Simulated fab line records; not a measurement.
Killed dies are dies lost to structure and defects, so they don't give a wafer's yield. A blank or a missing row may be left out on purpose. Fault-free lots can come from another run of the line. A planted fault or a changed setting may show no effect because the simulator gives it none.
fab line records || flow sfqLine
[record] {"lots": 6, "wafers": 17, "lastDay": 82}
route steps=325 shown M0@42 I0@43
lots that met no fault: taken from a fault-free run of the same line
startH: hours from the record's opening day to when the first of the lot's shown wafers began || waitH: how many hours have passed since the lot's step before this one || " as in the row above || L1.1+2: a single row standing in for several wafers || - no value, or no start given || * or withheld: withheld || < > ~ a bound
route shown NAME@n: NAME is a module with steps in the file, n the number in the route of the first one || usual: mean/standard deviation taken from wafers without a fault || same: alike in all rows || chamber/n: place in a boat || sites: each site's reading || _std_site: the standard deviation of these || _edge_site: inner sites' mean taken away from outer sites' mean || radiusMm: for every site, how far away it sits from the centre of the wafer || mask NAME#n: copy n || behind: the tool/chamber that last shaped the wafer || hold: why the lot was held/for how many hours/how that ended || device: the transistor (n, p or np) that didn't switch || end of line: the route-end tests of the same wafers || a step with no rows: only its recipe || killed: dies lost to structure and defects at the first sort, not the wafer's yield || map: dies across one wafer; x = killed, . = not, _ = none there
set.NAME: the setting the step ran with; set.NAME@STEP: the setting that earlier step ran with || model.NAME: the simulator's own value behind a step, which no gauge read
a table for each step, a row for each wafer; lots at some steps of the route
services: when a tool's chamber went out of use (startH, in hours from the record's first day, below 0 if earlier), for how many hours, and the reason
[[steps]]
[step SFQ_TRILAYER_M0_STRIP_SOLV_CLEAN_026]
[recipe] {"chemistry": "NMP", "tempC": 70, "timeS": 600}
[step SFQ_TRILAYER_I0_DEP_PECVD_027]
[recipe] {"material": "SiO2", "tempC": 150, "timeS": 111.11, "pressureTorr": 2.4, "rfW": 183.3, "precursor": "SiH4/N2O", "targetThkNm": 500}
[usual] {"heaterPowerW": "85/16", "throttleValvePct": "24.2/1.3"}
{"lot.wafer": "L277.2", "tool": "pecvd-01", "chamber": 1, "startH": 258.38, "waitH": 0.0, "heaterPowerW": 112, "throttleValvePct": 25.8}
{"lot.wafer": "L277.3", "tool": "pecvd-01", "chamber": 2, "startH": 258.38, "waitH": 0.0, "heaterPowerW": 75, "throttleValvePct": 25.4}
{"lot.wafer": "L277.5", "tool": "pecvd-01", "chamber": 0, "startH": 258.38, "waitH": 0.0, "heaterPowerW": 63, "throttleValvePct": 25.3}
{"lot.wafer": "L280.1", "tool": "pecvd-01", "chamber": 2, "startH": 281.86, "waitH": 0.0, "heaterPowerW": 79, "throttleValvePct": 25.3}
{"lot.wafer": "L280.2", "tool": "pecvd-01", "chamber": 1, "startH": 281.86, "waitH": 0.0, "heaterPowerW": 126, "throttleValvePct": 25.4}
{"lot.wafer": "L280.4", "tool": "pecvd-01", "chamber": 1, "startH": 281.86, "waitH": 0.0, "heaterPowerW": 104, "throttleValvePct": 25.9}
{"lot.wafer": "L287.1", "tool": "pecvd-03", "chamber": 1, "startH": 333.04, "waitH": 0.0, "heaterPowerW": 72, "throttleValvePct": 24.5}
{"lot.wafer": "L287.3", "tool": "pecvd-03", "chamber": 0, "startH": 333.04, "waitH": 0.0, "heaterPowerW": 114, "throttleValvePct": 23.1}
{"lot.wafer": "L287.4", "tool": "pecvd-03", "chamber": 0, "startH": 333.04, "waitH": 0.0, "heaterPowerW": 95, "throttleValvePct": 23.3}
{"lot.wafer": "L290.3", "tool": "pecvd-03", "chamber": 0, "startH": 367.43, "waitH": 0.0, "heaterPowerW": 101, "throttleValvePct": 23.3}
{"lot.wafer": "L290.6", "tool": "pecvd-03", "chamber": 2, "startH": 367.43, "waitH": 0.0, "heaterPowerW": 80, "throttleValvePct": 22.5}
{"lot.wafer": "L298.1", "tool": "pecvd-01", "chamber": 0, "startH": 451.00, "waitH": 0.0, "heaterPowerW": 76, "throttleValvePct": 25.2}
{"lot.wafer": "L298.2", "tool": "pecvd-01", "chamber": 1, "startH": 451.00, "waitH": 0.0, "heaterPowerW": 130, "throttleValvePct": 25.9}
{"lot.wafer": "L298.6", "tool": "pecvd-01", "chamber": 0, "startH": 451.00, "waitH": 0.0, "heaterPowerW": 79, "throttleValvePct": 25.2}
{"lot.wafer": "L299.1", "tool": "pecvd-02", "chamber": 0, "startH": 459.53, "waitH": 0.0, "heaterPowerW": 69, "throttleValvePct": 25.2}
{"lot.wafer": "L299.3", "tool": "pecvd-02", "chamber": 1, "startH": 459.53, "waitH": 0.0, "heaterPowerW": 88, "throttleValvePct": 22.5}
{"lot.wafer": "L299.5", "tool": "pecvd-02", "chamber": 0, "startH": 459.53, "waitH": 0.0, "heaterPowerW": 76, "throttleValvePct": 25.6}
[step SFQ_TRILAYER_I0_CMP_CMP_028]
[recipe] {"material": "SiO2", "downForcePsi": 3, "platenRpm": 60, "padVelocityMS": 0.94248}
[usual] {"headPressurePsi": "3.000/0.0061", "motorCurrentA": "9.3/0.79", "timeToEndpointS": "213/9.2"}
{"lot.wafer": "L277.3", "tool": "cmp-02", "chamber": 1, "startH": 258.96, "waitH": 0.5, "headPressurePsi": 2.998, "motorCurrentA": 9.6, "timeToEndpointS": 222}
{"lot.wafer": "L277.2", "tool": "cmp-02", "chamber": 2, "startH": 258.96, "waitH": 0.5, "headPressurePsi": 3.002, "motorCurrentA": 8.1, "timeToEndpointS": 214}
{"lot.wafer": "L277.5", "tool": "cmp-02", "chamber": 1, "startH": 260.96, "waitH": 2.5, "headPressurePsi": 2.990, "motorCurrentA": 10.2, "timeToEndpointS": 235}
{"lot.wafer": "L280.2", "tool": "cmp-02", "chamber": 0, "startH": 281.94, "waitH": 0.0, "headPressurePsi": 3.002, "motorCurrentA": 8.8, "timeToEndpointS": 213}
{"lot.wafer": "L280.4", "tool": "cmp-02", "chamber": 1, "startH": 281.94, "waitH": 0.0, "headPressurePsi": 3.003, "motorCurrentA": 10.4, "timeToEndpointS": 217}
{"lot.wafer": "L280.1", "tool": "cmp-02", "chamber": 2, "startH": 281.94, "waitH": 0.0, "headPressurePsi": 3.005, "motorCurrentA": 7.9, "timeToEndpointS": 208}
{"lot.wafer": "L287.4", "tool": "cmp-02", "chamber": 3, "startH": 334.32, "waitH": 1.2, "headPressurePsi": 2.992, "motorCurrentA": 9.4, "timeToEndpointS": 209}
{"lot.wafer": "L287.1", "tool": "cmp-02", "chamber": 1, "startH": 335.32, "waitH": 2.2, "headPressurePsi": 3.002, "motorCurrentA": 9.7, "timeToEndpointS": 205}
{"lot.wafer": "L287.3", "tool": "cmp-02", "chamber": 2, "startH": 335.32, "waitH": 2.2, "headPressurePsi": 3.001, "motorCurrentA": 8.1, "timeToEndpointS": 208}
{"lot.wafer": "L290.3", "tool": "cmp-02", "chamber": 1, "startH": 368.50, "waitH": 1.0, "headPressurePsi": 3.005, "motorCurrentA": 9.7, "timeToEndpointS": 205}
{"lot.wafer": "L290.6", "tool": "cmp-02", "chamber": 3, "startH": 369.50, "waitH": 2.0, "headPressurePsi": 2.993, "motorCurrentA": 9.6, "timeToEndpointS": 195}
{"lot.wafer": "L298.1", "tool": "cmp-02", "chamber": 1, "startH": 451.58, "waitH": 0.5, "headPressurePsi": 2.993, "motorCurrentA": 10.3, "timeToEndpointS": 225}
{"lot.wafer": "L298.2", "tool": "cmp-02", "chamber": 3, "startH": 452.58, "waitH": 1.5, "headPressurePsi": 3.000, "motorCurrentA": 9.5, "timeToEndpointS": 200}
{"lot.wafer": "L298.6", "tool": "cmp-02", "chamber": 0, "startH": 452.58, "waitH": 1.5, "headPressurePsi": 3.004, "motorCurrentA": 9.1, "timeToEndpointS": 234}
{"lot.wafer": "L299.1", "tool": "cmp-02", "chamber": 3, "startH": 460.10, "waitH": 0.5, "headPressurePsi": 3.006, "motorCurrentA": 9.8, "timeToEndpointS": 198}
{"lot.wafer": "L299.3", "tool": "cmp-02", "chamber": 1, "startH": 461.10, "waitH": 1.5, "headPressurePsi": 3.004, "motorCurrentA": 10.1, "timeToEndpointS": 214}
{"lot.wafer": "L299.5", "tool": "cmp-02", "chamber": 3, "startH": 462.10, "waitH": 2.5, "headPressurePsi": 3.004, "motorCurrentA": 9.5, "timeToEndpointS": 203}
[step SFQ_I0_BOW_MEAS_907]
[recipe] {"mode": "bow"}
[usual] {"I0_BOW": "1/7.2"}
{"lot.wafer": "L277.2", "tool": "filmMetro-04", "chamber": "-", "startH": 261.48, "waitH": 1.5, "I0_BOW[um]": -4}
{"lot.wafer": "L277.3", "tool": "filmMetro-04", "chamber": "-", "startH": 261.48, "waitH": 1.5, "I0_BOW[um]": -13}
{"lot.wafer": "L277.5", "tool": "filmMetro-04", "chamber": "-", "startH": 261.48, "waitH": 1.5, "I0_BOW[um]": -11}
{"lot.wafer": "L280.1", "tool": "filmMetro-04", "chamber": "-", "startH": 284.94, "waitH": 1.5, "I0_BOW[um]": -6}
{"lot.wafer": "L280.2", "tool": "filmMetro-04", "chamber": "-", "startH": 284.94, "waitH": 1.5, "I0_BOW[um]": 1}
{"lot.wafer": "L280.4", "tool": "filmMetro-04", "chamber": "-", "startH": 284.94, "waitH": 1.5, "I0_BOW[um]": -3}
{"lot.wafer": "L287.1", "tool": "filmMetro-04", "chamber": "-", "startH": 337.32, "waitH": 1.5, "I0_BOW[um]": 1}
{"lot.wafer": "L287.3", "tool": "filmMetro-04", "chamber": "-", "startH": 337.32, "waitH": 1.5, "I0_BOW[um]": -3}
{"lot.wafer": "L287.4", "tool": "filmMetro-04", "chamber": "-", "startH": 337.32, "waitH": 1.5, "I0_BOW[um]": -1}
{"lot.wafer": "L290.3", "tool": "filmMetro-04", "chamber": "-", "startH": 370.54, "waitH": 1.5, "I0_BOW[um]": 10}
{"lot.wafer": "L290.6", "tool": "filmMetro-04", "chamber": "-", "startH": 370.54, "waitH": 1.5, "I0_BOW[um]": 10}
{"lot.wafer": "L298.1", "tool": "filmMetro-01", "chamber": "-", "startH": 454.08, "waitH": 2.0, "I0_BOW[um]": 10}
{"lot.wafer": "L298.2", "tool": "filmMetro-01", "chamber": "-", "startH": 454.08, "waitH": 2.0, "I0_BOW[um]": 10}
{"lot.wafer": "L298.6", "tool": "filmMetro-01", "chamber": "-", "startH": 454.08, "waitH": 2.0, "I0_BOW[um]": -8}
{"lot.wafer": "L299.1", "tool": "filmMetro-01", "chamber": "-", "startH": 462.60, "waitH": 2.0, "I0_BOW[um]": 6}
{"lot.wafer": "L299.3", "tool": "filmMetro-01", "chamber": "-", "startH": 462.60, "waitH": 2.0, "I0_BOW[um]": 1}
{"lot.wafer": "L299.5", "tool": "filmMetro-01", "chamber": "-", "startH": 462.60, "waitH": 2.0, "I0_BOW[um]": -7}
[step SFQ_TRILAYER_I0_METRO_MEASURE_029]
[usual] {"thkNm": "200.0/1.2"}
{"lot.wafer": "L277.2", "tool": "filmMetro-04", "chamber": "-", "startH": 261.78, "waitH": 0.3, "thkNm": 199.1}
{"lot.wafer": "L277.3", "tool": "filmMetro-04", "chamber": "-", "startH": 261.78, "waitH": 0.3, "thkNm": 201.3}
{"lot.wafer": "L277.5", "tool": "filmMetro-04", "chamber": "-", "startH": 261.78, "waitH": 0.3, "thkNm": 201.0}
{"lot.wafer": "L280.1", "tool": "filmMetro-04", "chamber": "-", "startH": 285.06, "waitH": 0.1, "thkNm": 197.7}
{"lot.wafer": "L280.2", "tool": "filmMetro-04", "chamber": "-", "startH": 285.06, "waitH": 0.1, "thkNm": 199.1}
{"lot.wafer": "L280.4", "tool": "filmMetro-04", "chamber": "-", "startH": 285.06, "waitH": 0.1, "thkNm": 199.1}
{"lot.wafer": "L287.1", "tool": "filmMetro-04", "chamber": "-", "startH": 337.44, "waitH": 0.1, "thkNm": 201.6}
{"lot.wafer": "L287.3", "tool": "filmMetro-04", "chamber": "-", "startH": 337.44, "waitH": 0.1, "thkNm": 201.1}
{"lot.wafer": "L287.4", "tool": "filmMetro-04", "chamber": "-", "startH": 337.44, "waitH": 0.1, "thkNm": 200.3}
{"lot.wafer": "L290.3", "tool": "filmMetro-04", "chamber": "-", "startH": 371.02, "waitH": 0.5, "thkNm": 199.1}
{"lot.wafer": "L290.6", "tool": "filmMetro-04", "chamber": "-", "startH": 371.02, "waitH": 0.5, "thkNm": 197.7}
{"lot.wafer": "L298.1", "tool": "filmMetro-01", "chamber": "-", "startH": 454.20, "waitH": 0.1, "thkNm": 199.1}
{"lot.wafer": "L298.2", "tool": "filmMetro-01", "chamber": "-", "startH": 454.20, "waitH": 0.1, "thkNm": 198.6}
{"lot.wafer": "L298.6", "tool": "filmMetro-01", "chamber": "-", "startH": 454.20, "waitH": 0.1, "thkNm": 200.4}
{"lot.wafer": "L299.1", "tool": "filmMetro-01", "chamber": "-", "startH": 462.72, "waitH": 0.1, "thkNm": 199.2}
{"lot.wafer": "L299.3", "tool": "filmMetro-01", "chamber": "-", "startH": 462.72, "waitH": 0.1, "thkNm": 199.6}
{"lot.wafer": "L299.5", "tool": "filmMetro-01", "chamber": "-", "startH": 462.72, "waitH": 0.1, "thkNm": 197.8}
[step SFQ_TRILAYER_I0_VIA_LITHO_COAT_036]
[recipe] {"resist": "BARC", "spinRpm": 3000, "resistThkNm": 62}
[step SFQ_TRILAYER_I0_VIA_LITHO_COAT_031]
[recipe] {"resist": "KrF", "spinRpm": 3000, "resistThkNm": 650}
[step SFQ_TRILAYER_I0_VIA_LITHO_SOFTBAKE_035]
[recipe] {"tempC": "withheld", "timeS": "withheld", "resist": "KrF"}
[step SFQ_TRILAYER_I0_VIA_LITHO_EXPOSE_032]
[recipe] {"maskId": "I0", "na": 0.6, "sourceShape": "conventional", "sigmaOuter": 0.65, "targetCdNm": 500, "doseMj": 21.3}
[step SFQ_TRILAYER_I0_VIA_LITHO_PEB_034]
[recipe] {"pebTempC": 115, "pebTimeS": 60, "resist": "KrF"}
[step SFQ_TRILAYER_I0_VIA_LITHO_DEVELOP_033]
[recipe] {"timeS": 60, "resist": "KrF"}
[step SFQ_I0_OVL_MEAS_908]
[usual] {"I0_OVL": "-1/4.4"}
{"lot.wafer": "L277.2", "tool": "overlay-01", "chamber": "-", "startH": 369.38, "waitH": 0.1, "I0_OVL[nm]": -1}
{"lot.wafer": "L277.3", "tool": "overlay-01", "chamber": "-", "startH": 369.38, "waitH": 0.1, "I0_OVL[nm]": -2}
{"lot.wafer": "L277.5", "tool": "overlay-01", "chamber": "-", "startH": 369.38, "waitH": 0.1, "I0_OVL[nm]": 6}
{"lot.wafer": "L280.1", "tool": "overlay-01", "chamber": "-", "startH": 413.77, "waitH": 0.1, "I0_OVL[nm]": -3}
{"lot.wafer": "L280.2", "tool": "overlay-01", "chamber": "-", "startH": 413.77, "waitH": 0.1, "I0_OVL[nm]": -5}
{"lot.wafer": "L280.4", "tool": "overlay-01", "chamber": "-", "startH": 413.77, "waitH": 0.1, "I0_OVL[nm]": -9}
{"lot.wafer": "L287.1", "tool": "overlay-01", "chamber": "-", "startH": 477.73, "waitH": 0.1, "I0_OVL[nm]": -6}
{"lot.wafer": "L287.3", "tool": "overlay-01", "chamber": "-", "startH": 477.73, "waitH": 0.1, "I0_OVL[nm]": 1}
{"lot.wafer": "L287.4", "tool": "overlay-01", "chamber": "-", "startH": 477.73, "waitH": 0.1, "I0_OVL[nm]": -4}
{"lot.wafer": "L290.3", "tool": "overlay-02", "chamber": "-", "startH": 506.54, "waitH": 0.1, "I0_OVL[nm]": -5}
{"lot.wafer": "L290.6", "tool": "overlay-02", "chamber": "-", "startH": 506.54, "waitH": 0.1, "I0_OVL[nm]": -5}
{"lot.wafer": "L298.1", "tool": "overlay-01", "chamber": "-", "startH": 611.86, "waitH": 0.1, "I0_OVL[nm]": -6}
{"lot.wafer": "L298.2", "tool": "overlay-01", "chamber": "-", "startH": 611.86, "waitH": 0.1, "I0_OVL[nm]": -4}
{"lot.wafer": "L298.6", "tool": "overlay-01", "chamber": "-", "startH": 611.86, "waitH": 0.1, "I0_OVL[nm]": -3}
{"lot.wafer": "L299.1", "tool": "overlay-02", "chamber": "-", "startH": 617.86, "waitH": 0.1, "I0_OVL[nm]": -4}
{"lot.wafer": "L299.3", "tool": "overlay-02", "chamber": "-", "startH": 617.86, "waitH": 0.1, "I0_OVL[nm]": -7}
{"lot.wafer": "L299.5", "tool": "overlay-02", "chamber": "-", "startH": 617.86, "waitH": 0.1, "I0_OVL[nm]": -3}
[step SFQ_TRILAYER_I0_VIA_BARC_OPEN_VIA_ETCH_046]
[recipe] {"maskMaterial": "PR", "chemistry": "O2", "targetDepthNm": 125, "target": "BARC", "sourceW": 500, "biasW": 80, "pressureMtorr": 30, "timeS": 41.7}
[usual] {"drypumpMotorCurrentA": "5.6/0.45", "oesProductAu": "0.686/0.0046"}
{"lot.wafer": "L277.2", "tool": "rieDiel-02", "chamber": 2, "startH": 369.41, "waitH": 0.0, "drypumpMotorCurrentA": 5.0, "oesProductAu": 0.689, "rfHoursCounterH": 59, "model.KrF_of_TRILAYER_I0_VIA_LITHO_COAT_031.thkNm": 577.8}
{"lot.wafer": "L277.3", "tool": "rieDiel-02", "chamber": 1, "startH": 369.41, "waitH": 0.0, "drypumpMotorCurrentA": 5.1, "oesProductAu": 0.681, "rfHoursCounterH": 46, "model.KrF_of_TRILAYER_I0_VIA_LITHO_COAT_031.thkNm": 577.7}
{"lot.wafer": "L277.5", "tool": "rieDiel-02", "chamber": 2, "startH": 369.41, "waitH": 0.0, "drypumpMotorCurrentA": 5.0, "oesProductAu": 0.687, "rfHoursCounterH": "-", "model.KrF_of_TRILAYER_I0_VIA_LITHO_COAT_031.thkNm": 576}
{"lot.wafer": "L280.1", "tool": "rieDiel-03", "chamber": 1, "startH": 413.81, "waitH": 0.0, "drypumpMotorCurrentA": 6.7, "oesProductAu": 0.685, "rfHoursCounterH": 102, "model.KrF_of_TRILAYER_I0_VIA_LITHO_COAT_031.thkNm": 569.2}
{"lot.wafer": "L280.2", "tool": "rieDiel-03", "chamber": 0, "startH": 413.81, "waitH": 0.0, "drypumpMotorCurrentA": 5.3, "oesProductAu": 0.685, "rfHoursCounterH": 1, "model.KrF_of_TRILAYER_I0_VIA_LITHO_COAT_031.thkNm": 571.2}
{"lot.wafer": "L280.4", "tool": "rieDiel-03", "chamber": 3, "startH": 413.81, "waitH": 0.0, "drypumpMotorCurrentA": 5.2, "oesProductAu": 0.687, "rfHoursCounterH": 88, "model.KrF_of_TRILAYER_I0_VIA_LITHO_COAT_031.thkNm": 570.1}
{"lot.wafer": "L287.1", "tool": "rieDiel-03", "chamber": 2, "startH": 477.77, "waitH": 0.0, "drypumpMotorCurrentA": 5.7, "oesProductAu": 0.677, "rfHoursCounterH": 5, "model.KrF_of_TRILAYER_I0_VIA_LITHO_COAT_031.thkNm": 575.7}
{"lot.wafer": "L287.3", "tool": "rieDiel-03", "chamber": 0, "startH": 477.77, "waitH": 0.0, "drypumpMotorCurrentA": 5.3, "oesProductAu": 0.683, "rfHoursCounterH": 2, "model.KrF_of_TRILAYER_I0_VIA_LITHO_COAT_031.thkNm": 578.4}
{"lot.wafer": "L287.4", "tool": "rieDiel-03", "chamber": 0, "startH": 477.77, "waitH": 0.0, "drypumpMotorCurrentA": 5.3, "oesProductAu": 0.681, "rfHoursCounterH": "-", "model.KrF_of_TRILAYER_I0_VIA_LITHO_COAT_031.thkNm": 573.5}
{"lot.wafer": "L290.3", "tool": "rieDiel-03", "chamber": 3, "startH": 506.57, "waitH": 0.0, "drypumpMotorCurrentA": 5.2, "oesProductAu": 0.684, "rfHoursCounterH": 90, "model.KrF_of_TRILAYER_I0_VIA_LITHO_COAT_031.thkNm": 578.3}
{"lot.wafer": "L290.6", "tool": "rieDiel-03", "chamber": 0, "startH": 506.57, "waitH": 0.0, "drypumpMotorCurrentA": 5.3, "oesProductAu": 0.688, "rfHoursCounterH": "-", "model.KrF_of_TRILAYER_I0_VIA_LITHO_COAT_031.thkNm": 576.4}
{"lot.wafer": "L298.1", "tool": "rieDiel-04", "chamber": 2, "startH": 611.89, "waitH": 0.0, "drypumpMotorCurrentA": 6.1, "oesProductAu": 0.690, "rfHoursCounterH": 35, "model.KrF_of_TRILAYER_I0_VIA_LITHO_COAT_031.thkNm": 570.5}
{"lot.wafer": "L298.2", "tool": "rieDiel-04", "chamber": 3, "startH": 611.89, "waitH": 0.0, "drypumpMotorCurrentA": 5.6, "oesProductAu": 0.695, "rfHoursCounterH": 2, "model.KrF_of_TRILAYER_I0_VIA_LITHO_COAT_031.thkNm": 572.4}
{"lot.wafer": "L298.6", "tool": "rieDiel-04", "chamber": 3, "startH": 611.89, "waitH": 0.0, "drypumpMotorCurrentA": 5.6, "oesProductAu": 0.689, "rfHoursCounterH": "-", "model.KrF_of_TRILAYER_I0_VIA_LITHO_COAT_031.thkNm": 572.3}
{"lot.wafer": "L299.1", "tool": "rieDiel-02", "chamber": 0, "startH": 617.89, "waitH": 0.0, "drypumpMotorCurrentA": 5.7, "oesProductAu": 0.681, "rfHoursCounterH": 5, "model.KrF_of_TRILAYER_I0_VIA_LITHO_COAT_031.thkNm": 574.6}
{"lot.wafer": "L299.3", "tool": "rieDiel-02", "chamber": 2, "startH": 617.89, "waitH": 0.0, "drypumpMotorCurrentA": 5.0, "oesProductAu": 0.686, "rfHoursCounterH": 63, "model.KrF_of_TRILAYER_I0_VIA_LITHO_COAT_031.thkNm": 572.7}
{"lot.wafer": "L299.5", "tool": "rieDiel-02", "chamber": 0, "startH": 617.89, "waitH": 0.0, "drypumpMotorCurrentA": 5.7, "oesProductAu": 0.692, "rfHoursCounterH": "-", "model.KrF_of_TRILAYER_I0_VIA_LITHO_COAT_031.thkNm": 573.3}
[step SFQ_TRILAYER_I0_VIA_ETCH_VIA_ETCH_034]
[recipe] {"target": "SiO2", "stopOn": "Nb", "maskMaterial": "PR", "taperDeg": 20, "chemistry": "CHF3", "targetDepthNm": 260, "sourceW": 500, "biasW": 80, "pressureMtorr": 30, "timeS": "withheld"}
[usual] {"drypumpMotorCurrentA": "5.6/0.45", "oesProductAu": "0.854/0.0047"}
{"lot.wafer": "L277.2", "tool": "rieDiel-02", "chamber": 2, "startH": 369.45, "waitH": 0.0, "drypumpMotorCurrentA": 5.1, "oesProductAu": 0.867}
{"lot.wafer": "L277.3", "tool": "rieDiel-02", "chamber": 1, "startH": 369.45, "waitH": 0.0, "drypumpMotorCurrentA": 5.1, "oesProductAu": 0.861}
{"lot.wafer": "L277.5", "tool": "rieDiel-02", "chamber": 2, "startH": 369.45, "waitH": 0.0, "drypumpMotorCurrentA": 5.1, "oesProductAu": 0.854}
{"lot.wafer": "L280.1", "tool": "rieDiel-03", "chamber": 1, "startH": 413.85, "waitH": 0.0, "drypumpMotorCurrentA": 6.7, "oesProductAu": 0.855}
{"lot.wafer": "L280.2", "tool": "rieDiel-03", "chamber": 0, "startH": 413.85, "waitH": 0.0, "drypumpMotorCurrentA": 5.3, "oesProductAu": 0.852}
{"lot.wafer": "L280.4", "tool": "rieDiel-03", "chamber": 3, "startH": 413.85, "waitH": 0.0, "drypumpMotorCurrentA": 5.3, "oesProductAu": 0.846}
{"lot.wafer": "L287.1", "tool": "rieDiel-03", "chamber": 2, "startH": 477.81, "waitH": 0.0, "drypumpMotorCurrentA": 5.7, "oesProductAu": 0.856}
{"lot.wafer": "L287.3", "tool": "rieDiel-03", "chamber": 0, "startH": 477.81, "waitH": 0.0, "drypumpMotorCurrentA": 5.3, "oesProductAu": 0.859}
{"lot.wafer": "L287.4", "tool": "rieDiel-03", "chamber": 0, "startH": 477.81, "waitH": 0.0, "drypumpMotorCurrentA": 5.3, "oesProductAu": 0.855}
{"lot.wafer": "L290.3", "tool": "rieDiel-03", "chamber": 3, "startH": 506.61, "waitH": 0.0, "drypumpMotorCurrentA": 5.2, "oesProductAu": 0.852}
{"lot.wafer": "L290.6", "tool": "rieDiel-03", "chamber": 0, "startH": 506.61, "waitH": 0.0, "drypumpMotorCurrentA": 5.3, "oesProductAu": 0.855}
{"lot.wafer": "L298.1", "tool": "rieDiel-04", "chamber": 2, "startH": 611.93, "waitH": 0.0, "drypumpMotorCurrentA": 6.1, "oesProductAu": 0.852}
{"lot.wafer": "L298.2", "tool": "rieDiel-04", "chamber": 3, "startH": 611.93, "waitH": 0.0, "drypumpMotorCurrentA": 5.6, "oesProductAu": 0.854}
{"lot.wafer": "L298.6", "tool": "rieDiel-04", "chamber": 3, "startH": 611.93, "waitH": 0.0, "drypumpMotorCurrentA": 5.6, "oesProductAu": 0.852}
{"lot.wafer": "L299.1", "tool": "rieDiel-02", "chamber": 0, "startH": 617.93, "waitH": 0.0, "drypumpMotorCurrentA": 5.7, "oesProductAu": 0.857}
{"lot.wafer": "L299.3", "tool": "rieDiel-02", "chamber": 2, "startH": 617.93, "waitH": 0.0, "drypumpMotorCurrentA": 5.1, "oesProductAu": 0.853}
{"lot.wafer": "L299.5", "tool": "rieDiel-02", "chamber": 0, "startH": 617.93, "waitH": 0.0, "drypumpMotorCurrentA": 5.7, "oesProductAu": 0.858}
[[services]]
{"tool": "filmMetro-04", "chamber": "-", "startH": 235.42, "hours": 1.0, "kind": "pm"}
{"tool": "rieDiel-02", "chamber": 2, "startH": 237.32, "hours": 24.4, "kind": "repair"}
{"tool": "rieDiel-03", "chamber": 0, "startH": 246.31, "hours": 6.7, "kind": "repair"}
{"tool": "filmMetro-04", "chamber": "-", "startH": 282.89, "hours": 1.7, "kind": "pm"}
{"tool": "pecvd-01", "chamber": "-", "startH": 290.83, "hours": 2.8, "kind": "pm"}
{"tool": "rieDiel-03", "chamber": 2, "startH": 307.62, "hours": 3.7, "kind": "repair"}
{"tool": "cmp-02", "chamber": "-", "startH": 342.12, "hours": 5.2, "kind": "pm"}
{"tool": "rieDiel-02", "chamber": 3, "startH": 344.03, "hours": 9.7, "kind": "repair"}
{"tool": "filmMetro-04", "chamber": "-", "startH": 345.42, "hours": 0.4, "kind": "pm"}
{"tool": "cmp-02", "chamber": "-", "startH": 394.68, "hours": 1.3, "kind": "repair"}
{"tool": "cmp-02", "chamber": "-", "startH": 407.06, "hours": 4.0, "kind": "pm"}
{"tool": "rieDiel-02", "chamber": 1, "startH": 443.55, "hours": 7.6, "kind": "repair"}
{"tool": "rieDiel-03", "chamber": 0, "startH": 457.95, "hours": 1.5, "kind": "repair"}
{"tool": "cmp-02", "chamber": "-", "startH": 474.58, "hours": 0.4, "kind": "repair"}
{"tool": "filmMetro-04", "chamber": "-", "startH": 480.42, "hours": 0.6, "kind": "pm"}
{"tool": "pecvd-01", "chamber": 0, "startH": 503.86, "hours": 22.7, "kind": "repair"}
{"tool": "rieDiel-03", "chamber": 3, "startH": 521.23, "hours": 4.4, "kind": "repair"}
{"tool": "cmp-02", "chamber": "-", "startH": 521.63, "hours": 2.2, "kind": "repair"}
{"tool": "filmMetro-04", "chamber": "-", "startH": 527.89, "hours": 1.4, "kind": "pm"}
{"tool": "rieDiel-02", "chamber": "-", "startH": 529.20, "hours": 4.3, "kind": "pm"}
{"tool": "rieDiel-02", "chamber": "-", "startH": 533.53, "hours": 2.8, "kind": "pm"}
{"tool": "pecvd-01", "chamber": "-", "startH": 563.75, "hours": 14.0, "kind": "pm"}
{"tool": "filmMetro-04", "chamber": "-", "startH": 590.85, "hours": 1.0, "kind": "pm"}
{"tool": "cmp-02", "chamber": "-", "startH": 605.83, "hours": 1.8, "kind": "repair"}
[[key]]
firstSign none at tools or gauges
[modelEffect] {"step": "SFQ_TRILAYER_I0_VIA_BARC_OPEN_VIA_ETCH_046", "value": "KrF_of_TRILAYER_I0_VIA_LITHO_COAT_031.thkNm", "without": 574.7, "struck": 578.4}
metAt SFQ_TRILAYER_I0_VIA_BARC_OPEN_VIA_ETCH_046
struckWafers L287.3,L290.3
onsetBetween 413.81 477.77
[fault] {"kind": "processParameterDrift", "tool": "rieDiel-03", "chamber": "-", "onsetH": 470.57, "steps": "SFQ_TRILAYER_I0_VIA_BARC_OPEN_VIA_ETCH_046", "channel": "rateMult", "offset": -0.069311, "shape": "step", "endH": 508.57, "scope": "struckWafersOnly"}
